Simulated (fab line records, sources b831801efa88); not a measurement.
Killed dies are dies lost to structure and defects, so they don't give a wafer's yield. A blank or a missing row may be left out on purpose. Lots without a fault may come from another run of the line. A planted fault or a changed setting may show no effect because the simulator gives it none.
fab line records | flow sky130
record lots=6 wafers=16 last_day=50
route steps=708 shown LOCAL_INTERCONNECT@396 CONTACT@406 PAD_OPEN@708
lots that met no fault: from a run of the same line without faults
start_h: hours from the record's first day to the start of the lot's first wafer shown | wait_h: hours since the lot's step before | " the same as in the row above | L1.1+2: a row that stands for several wafers | - no value, or no start given | * or withheld: withheld | < > ~ a bound
route shown NAME@n: a module of which the file shows steps, and the number in the route of the first | usual: mean/standard deviation of fault-free wafers | same: alike in all rows | chamber/n: place in a boat | sites: the reading at each site | _std_site: their standard deviation | _edge_site: outer sites' mean less inner sites' | radius_mm: how far each site lies from the wafer's centre | mask NAME#n: copy n | behind: the tool/chamber that last shaped the wafer | hold: why the lot was held/for how many hours/how that ended | device: the transistor (n, p or np) that didn't switch | end of line: the same wafers' tests at the end of the route | a step without rows: its recipe alone | killed: dies lost to structure and defects at the first sort, not the wafer's yield | map: a wafer's dies, x killed, . not, _ none there
set.NAME: the setting as run; set.NAME@STEP: as run at that earlier step | model.NAME: the simulator's own value behind a step, which no gauge read
lots at some steps of the route; a table a step, a row a wafer
services: from which hour (start_h, from the record's first day; less than 0 if before it) a tool's chamber was out of use, for how many hours, and why
## steps
# step SKY_LOCAL_INTERCONNECT_PEB_09
# recipe peb_temp_c=withheld peb_time_s=withheld resist=KrF-thick
# step SKY_LOCAL_INTERCONNECT_DEVELOP_10
# recipe develop_time_s=60 resist=KrF-thick dev_temp_c=21
# step SKY_LOCAL_INTERCONNECT_CD_MEAS_11
# recipe target_cd_nm=170
# usual cd_nm=169.7/1.6
# columns lot.wafer tool chamber start_h wait_h cd_nm
L534.2 cd_sem-02 - 729.45 - 168.7
L534.3 " - " " 168.3
L534.5 " - " " 169.8
L539.1 cd_sem-02 - 769.88 - 170.4
L539.5 " - " " 171.6
L543.4 cd_sem-01 - 803.89 - 168.3
L543.5 " - " " 168.8
L550.1 cd_sem-01 - 855.68 - 167.6
L550.4 " - " " 167.3
L550.6 " - " " 168.0
L551.3 cd_sem-01 - 863.00 - 169.9
L551.5 " - " " 170.5
L551.6 " - " " 169.8
L552.1 cd_sem-01 - 870.98 - 170.1
L552.2 " - " " 171.0
L552.3 " - " " 169.6
# step SKY_LOCAL_INTERCONNECT_OVL_MEAS_12
# usual LOCAL_INTERCONNECT_OVL=0/5.2
# columns lot.wafer tool chamber start_h wait_h LOCAL_INTERCONNECT_OVL[nm]
L534.2 overlay-02 - 729.56 0.1 -3
L534.3 " - " " 2
L534.5 " - " " 7
L539.1 overlay-02 - 770.00 0.1 -10
L539.5 " - " " -11
L543.4 overlay-02 - 803.97 0.1 6
L543.5 " - " " -6
L550.1 overlay-01 - 855.80 0.1 7
L550.4 " - " " 1
L550.6 " - " " 0
L551.3 overlay-01 - 863.09 0.1 5
L551.5 " - " " 4
L551.6 " - " " -4
L552.1 overlay-01 - 871.10 0.1 -2
L552.2 " - " " -1
L552.3 " - " " -8
# step SKY_LOCAL_INTERCONNECT_ETCH_13
# recipe chemistry=N2/H2 target=BARC ion_energy_ev=200 bias_w=100 pressure_mtorr=30 n2_flow_sccm=100 h2_flow_sccm=200 icp_w=500 stop_on=SiO2 time_s=45.9 target_depth_a=600
# usual bias_w=100.0/0.31 drypump_motor_current_A=5.7/0.3 oes_product_au=0.855/0.0048 throttle_valve_pct=13.225/0.0084
# columns lot.wafer tool chamber start_h wait_h bias_w drypump_motor_current_A oes_product_au rf_hours_counter_h throttle_valve_pct
L534.2 rie_metal-03 0 729.59 0.0 100.2 5.8 0.862 12 13.223
L534.3 " 0 " " 99.8 5.9 0.848 - 13.233
L534.5 " 1 " " 100.3 5.8 0.856 - 13.217
L539.1 rie_metal-04 0 770.04 0.0 100.2 6.0 0.848 14 13.222
L539.5 " 1 " " 100.1 5.2 0.855 - 13.231
L543.4 rie_metal-04 0 804.01 0.0 99.7 6.0 0.865 - 13.224
L543.5 " 1 " " 99.4 5.2 0.861 - 13.215
L550.1 rie_metal-03 0 855.84 0.0 100.3 5.8 0.853 16 13.225
L550.4 " 0 " " 100.1 5.8 0.858 - 13.228
L550.6 " 0 " " 100.1 5.8 0.862 - 13.234
L551.3 rie_metal-03 1 863.14 0.0 100.1 5.8 0.849 - 13.204
L551.5 " 1 " " 100.1 5.8 0.859 - 13.207
L551.6 " 0 " " 100.0 5.8 0.853 - 13.209
L552.1 rie_metal-04 0 871.14 0.0 99.6 6.0 0.854 18 13.220
L552.2 " 1 " " 99.8 5.2 0.853 15 13.222
L552.3 " 1 " " 99.1 5.2 0.853 - 13.234
# step SKY_LOCAL_INTERCONNECT_METAL_ETCH_14
# recipe target_depth_nm=110 stop_on=PSG chemistry=Cl2/BCl3 target=TiN resist_sidewall_deg=88 pressure_mtorr=10 icp_w=900 bias_w=48.5 Cl2_flow_sccm=60 bcl3_flow_sccm=30 time_s=31.4
# usual bias_w=48.53/0.14 drypump_motor_current_A=5.7/0.3 oes_product_au=0.940/0.0065 throttle_valve_pct=21.901/0.0096
# columns lot.wafer tool chamber start_h wait_h bias_w drypump_motor_current_A oes_product_au rf_hours_counter_h throttle_valve_pct
L534.2 rie_metal-03 0 729.65 0.0 48.53 5.9 0.952 12 21.878
L534.3 " 0 " " 48.53 5.9 0.940 - 21.869
L534.5 " 1 " " 48.55 5.8 0.955 - 21.902
L539.1 rie_metal-04 0 770.10 0.0 48.72 6.0 0.935 14 21.904
L539.5 " 1 " " 48.83 5.2 0.938 - 21.904
L543.4 rie_metal-04 0 804.07 0.0 48.46 6.0 0.937 - 21.917
L543.5 " 1 " " 48.41 5.2 0.938 - 21.900
L550.1 rie_metal-03 0 855.90 0.0 48.42 5.8 0.947 16 21.915
L550.4 " 0 " " 48.23 5.9 0.942 - 21.891
L550.6 " 0 " " 48.50 5.9 0.939 - 21.909
L551.3 rie_metal-03 1 863.20 0.0 48.65 5.8 0.929 - 21.897
L551.5 " 1 " " 48.65 5.8 0.940 - 21.906
L551.6 " 0 " " 48.62 5.9 0.939 - 21.902
L552.1 rie_metal-04 0 871.20 0.0 48.71 6.0 0.947 18 21.900
L552.2 " 1 " " 48.47 5.2 0.944 15 21.916
L552.3 " 1 " " 48.35 5.1 0.948 - 21.899
# step SKY_LOCAL_INTERCONNECT_STRIP_15
# recipe chemistry=O2/N2 power_w=1400 pressure_mtorr=1500 platen_temp_c=withheld o2_flow_sccm=3000 n2_flow_sccm=300 overash_fraction=0.5
# usual drypump_motor_current_A=5.8/0.47 o2_flow_sccm=2999/8.8 oes_product_au=0.428/0.0047 strip_time_to_endpoint_s=4.729/0.018
# columns lot.wafer tool chamber start_h wait_h drypump_motor_current_A o2_flow_sccm oes_product_au rf_hours_counter_h strip_time_to_endpoint_s
L534.2 plasma_asher-01 1 729.70 0.0 5.3 3010 0.423 58 4.743
L534.3 " 1 " " 5.4 3016 0.432 - 4.750
L534.5 " 0 " " 5.2 2998 0.435 - 4.759
L539.1 plasma_asher-01 1 770.15 0.0 5.4 3003 0.427 62 4.723
L539.5 " 1 " " 5.4 3013 0.430 - 4.776
L543.4 plasma_asher-03 0 804.14 0.1 6.5 3000 0.427 - 4.734
L543.5 " 0 " " 6.5 2990 0.434 - 4.780
L550.1 plasma_asher-01 0 855.96 0.0 5.2 3001 0.426 71 4.745
L550.4 " 1 " " 5.3 2995 0.419 - 4.731
L550.6 " 0 " " 5.2 2994 0.430 - 4.738
L551.3 plasma_asher-01 1 863.27 0.1 5.4 2992 0.422 - 4.713
L551.5 " 1 " " 5.4 2997 0.422 - 4.723
L551.6 " 0 " " 5.2 2993 0.429 - 4.723
L552.1 plasma_asher-03 1 871.25 0.0 5.9 2995 0.431 13 4.731
L552.2 " 0 " " 6.5 3005 0.426 13 4.737
L552.3 " 0 " " 6.5 2999 0.429 - 4.702
# step SKY_LOCAL_INTERCONNECT_STRIP_16
# recipe chemistry=post_etch_residue_remover time_s=1200 temp_c=72.5
# step SKY_LOCAL_INTERCONNECT_CLEAN_17
# recipe chemistry=IPA time_s=180 temp_c=25
# step SKY_LOCAL_INTERCONNECT_CLEAN_18
# recipe chemistry=O3/DIW dry=n2_spin
# step SKY_CONTACT_CVD_00
# recipe material=Si3N4 target_thk_nm=75 temp_c=400 time_s=withheld rf_w=450
# usual heater_power_outer_w=418/69 heater_power_w=691/86
# columns lot.wafer tool chamber start_h wait_h heater_power_outer_w heater_power_w
L534.2 pecvd-03 1 730.30 0.0 324 583
L534.3 " 0 " " 468 787
L534.5 " 2 " " 313 589
L539.1 pecvd-02 1 770.78 0.0 404 646
L539.5 " 1 " " 413 662
L543.4 pecvd-04 0 804.71 0.0 424 688
L543.5 " 1 " " 290 532
L550.1 pecvd-03 2 856.67 0.0 369 662
L550.4 " 0 " " 492 801
L550.6 " 2 " " 367 663
L551.3 pecvd-03 0 863.95 0.0 555 908
L551.5 " 1 " " 374 685
L551.6 " 2 " " 359 635
L552.1 pecvd-04 0 871.88 0.0 499 801
L552.2 " 1 " " 335 577
L552.3 " 2 " " 360 634
# step SKY_CONTACT_THK_MEAS_01
# recipe reads=Si3N4_of_CONTACT_CVD_00
# usual CONTACT_CVD_00_THK=74.9/0.85
# columns lot.wafer tool chamber start_h wait_h CONTACT_CVD_00_THK[nm]
L534.2 film_metro-01 - 730.35 - 75.2
L534.3 " - " " 75.1
L534.5 " - " " 76.1
L539.1 film_metro-02 - 770.83 - 74.4
L539.5 " - " " 74.8
L543.4 film_metro-01 - 804.76 - 76.3
L543.5 " - " " 76.8
L550.1 film_metro-01 - 856.72 - 74.8
L550.4 " - " " 75.2
L550.6 " - " " 74.4
L551.3 film_metro-01 - 864.00 - 74.2
L551.5 " - " " 75.5
L551.6 " - " " 75.1
L552.1 film_metro-04 - 871.92 - 74.3
L552.2 " - " " 74.1
L552.3 " - " " 74.1
# step SKY_CONTACT_HDPCVD_02
# recipe material=SiO2 target_thk_nm=565 sigma_open_frac=0.3 time_s=94.2 temp_c=600 sih4_flow_sccm=60 pressure_mtorr=6
# columns lot.wafer tool chamber start_h wait_h model.SiO2_of_CONTACT_HDPCVD_02.thk_nm
L534.2 hdpcvd-02 2 730.40 0.0 554.3
L534.3 " 0 " " 557.1
L534.5 " 1 " " 557.4
L539.1 hdpcvd-01 2 770.89 0.1 562.7
L539.5 " 0 " " 1019
L543.4 hdpcvd-01 0 804.82 0.1 566.2
L543.5 " 1 " " 1022
L550.1 hdpcvd-02 0 856.78 0.1 570.3
L550.4 " 0 " " 574.6
L550.6 " 0 " " 567
L551.3 hdpcvd-02 0 864.07 0.1 570.2
L551.5 " 2 " " 565.1
L551.6 " 0 " " 570.4
L552.1 hdpcvd-01 2 871.98 0.1 568.3
L552.2 " 1 " " 567.8
L552.3 " 0 " " 562.4
# step SKY_CONTACT_THK_MEAS_03
# recipe reads=SiO2_of_CONTACT_HDPCVD_02
# usual CONTACT_HDPCVD_THK=566/5.1
# columns lot.wafer tool chamber start_h wait_h CONTACT_HDPCVD_THK[nm]
L534.2 film_metro-02 - 730.47 0.0 554
L534.3 " - " " 557
L534.5 " - " " 557
L539.1 film_metro-01 - 770.95 0.0 563
L539.5 " - " " 1019
L543.4 film_metro-04 - 804.89 0.0 566
L543.5 " - " " 1021
L550.1 film_metro-01 - 856.88 0.1 570
L550.4 " - " " 574
L550.6 " - " " 567
L551.3 film_metro-04 - 864.16 0.1 571
L551.5 " - " " 565
L551.6 " - " " 570
L552.1 film_metro-02 - 872.05 0.0 569
L552.2 " - " " 568
L552.3 " - " " 562
# step SKY_CONTACT_CMP_04
# recipe material=SiO2 down_force_psi=4 platen_rpm=60 pad_velocity_m_s=0.94248
# usual motor_current_A=11.7/1.1 time_to_endpoint_s=84/3.6
# columns lot.wafer tool chamber start_h wait_h motor_current_A time_to_endpoint_s
L534.3 cmp-01 1 730.57 0.1 10.7 82
L534.2 " 3 " " 14.0 80
L534.5 " 1 " " 10.0 81
L539.1 cmp-01 2 771.16 0.2 11.2 77
L539.5 " 0 " " 10.7 237
L543.4 cmp-02 0 805.02 0.1 10.6 86
L543.5 " 3 " " 11.9 257
L550.1 cmp-02 0 856.99 0.1 10.6 88
L550.4 " 2 " " 11.6 89
L550.6 " 0 " " 10.3 86
L551.3 cmp-01 0 864.35 0.2 11.0 84
L551.6 " 1 " " 11.0 81
L551.5 " 2 " " 10.8 82
L552.3 cmp-01 0 872.16 0.1 11.3 85
L552.1 " 1 " " 10.6 87
L552.2 " 2 " " 11.6 87
# step SKY_CONTACT_BOW_MEAS_05
# recipe mode=bow
# usual CONTACT_BOW=82/7.6
# columns lot.wafer tool chamber start_h wait_h CONTACT_BOW[um]
L534.2 film_metro-02 - 730.84 0.1 69
L534.3 " - " " 87
L534.5 " - " " 78
L539.1 film_metro-04 - 771.31 0.1 77
L539.5 " - " " 73
L543.4 film_metro-02 - 805.28 0.2 82
L543.5 " - " " 88
L550.1 film_metro-02 - 857.24 0.2 84
L550.4 " - " " 76
L550.6 " - " " 81
L551.3 film_metro-01 - 864.54 0.1 74
L551.5 " - " " 74
L551.6 " - " " 81
L552.1 film_metro-02 - 872.41 0.1 77
L552.2 " - " " 77
L552.3 " - " " 87
# step SKY_PAD_OPEN_PROBE_99
# usual killed_at_M0_to_M3=44/7 killed_at_M4_up=3.2/1.8 killed_at_contacts=24/5.1 killed_at_front_end=15/4.3 killed_at_other=0.3/0.5 killed_dies=86/9.6 killed_open=48/7.1 killed_short=38/6.7
# same gross_dies=492 killed_at_back_side=0
# columns lot.wafer tool chamber start_h wait_h killed_at_M0_to_M3 killed_at_M4_up killed_at_contacts killed_at_front_end killed_at_other killed_dies killed_open killed_short
L534.2 prober-02 - 1093.07 0.1 56 0 21 12 0 89 49 40
L534.3 prober-02 - 1093.12 0.2 39 1 13 8 0 61 30 31
L534.5 prober-02 - 1093.22 0.2 58 2 24 16 1 101 63 38
L539.5 prober-01 - 1124.46 0.2 48 3 22 10 0 83 42 41
# killed by level:class
L534.2 VIA1:geometric_particle:open=10 CONTACT:geometric_particle:open=10 VIA3:geometric_particle:open=10 METAL2:geometric_particle:short=8 VIA2:geometric_particle:open=7 VIA1:geometric_particle:short=6 CONTACT:geometric_particle:short=5 LI_CONTACT:geometric_particle:short=4
L534.3 VIA1:geometric_particle:open=8 VIA2:geometric_particle:open=8 VIA1:geometric_particle:short=7 CONTACT:geometric_particle:open=4 METAL2:geometric_particle:short=4 POLY_GATE:geometric_particle:short=3 LI_CONTACT:geometric_particle:short=3 LI_CONTACT:geometric_particle:open=3
L534.5 VIA1:geometric_particle:open=13 CONTACT:geometric_particle:open=10 VIA2:geometric_particle:open=9 VIA3:geometric_particle:open=9 VIA1:geometric_particle:short=7 POLY_GATE:geometric_particle:open=6 LI_CONTACT:geometric_particle:open=6 METAL3:geometric_particle:short=6
L539.5 VIA1:geometric_particle:open=12 CONTACT:geometric_particle:open=9 METAL1:geometric_particle:short=7 VIA3:geometric_particle:open=6 VIA2:geometric_particle:open=6 POLY_GATE:geometric_particle:short=4 CONTACT:geometric_particle:short=4 VIA1:geometric_particle:short=4
## services
# columns tool chamber start_h hours kind
plasma_asher-03 - 733.75 9.0 pm
pecvd-02 2 735.64 6.0 repair
cmp-02 - 742.97 2.0 repair
cmp-01 - 745.95 0.4 repair
cmp-01 - 747.32 4.0 pm
pecvd-04 - 761.34 14.6 pm
pecvd-04 - 775.94 6.0 pm
cmp-02 - 778.22 2.4 repair
rie_metal-04 1 787.01 2.7 repair
hdpcvd-02 0 787.72 21.1 repair
cmp-01 - 793.64 0.8 repair
cmp-02 - 812.36 0.7 repair
cmp-02 - 813.61 0.7 repair
rie_metal-04 1 815.93 6.5 repair
cmp-02 - 818.84 4.5 repair
hdpcvd-01 - 828.69 2.8 pm
cmp-02 - 829.30 10.2 pm
cmp-02 - 840.83 2.5 repair
hdpcvd-02 1 849.22 19.8 repair
hdpcvd-01 - 855.02 2.8 repair
cmp-01 - 855.69 1.4 repair
plasma_asher-03 - 859.04 0.6 repair
cmp-02 - 863.40 0.8 repair
pecvd-03 1 870.70 3.7 repair
## key
first_sign step=SKY_CONTACT_THK_MEAS_03 reading=CONTACT_HDPCVD_THK direction=up sigmas=89 usual=566 struck=1020
effect step=SKY_CONTACT_CMP_04 reading=time_to_endpoint_s direction=up sigmas=45 usual=* struck=*
model_effect step=SKY_CONTACT_HDPCVD_02 value=SiO2_of_CONTACT_HDPCVD_02.thk_nm without=564.5 struck=1020
met_at SKY_CONTACT_HDPCVD_02
struck_wafers L539.5,L543.5
tester_left_out L539,L543
fault kind=process_parameter_drift tool=hdpcvd-01 chamber=- onset_h=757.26 steps=SKY_CONTACT_HDPCVD_02 channel=target_thk_nm offset=455.58 shape=step end_h=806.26 scope=struck_wafers_only acts_in=these_recipes_only stated=565
# tester_left_out: of these lots the tester's yield and bins aren't shown, on N5 and GAA mostly nor the transistor test; their killed dies are dies lost to structure and defects alone, not to doping, threshold or leakage, so they don't give the yield
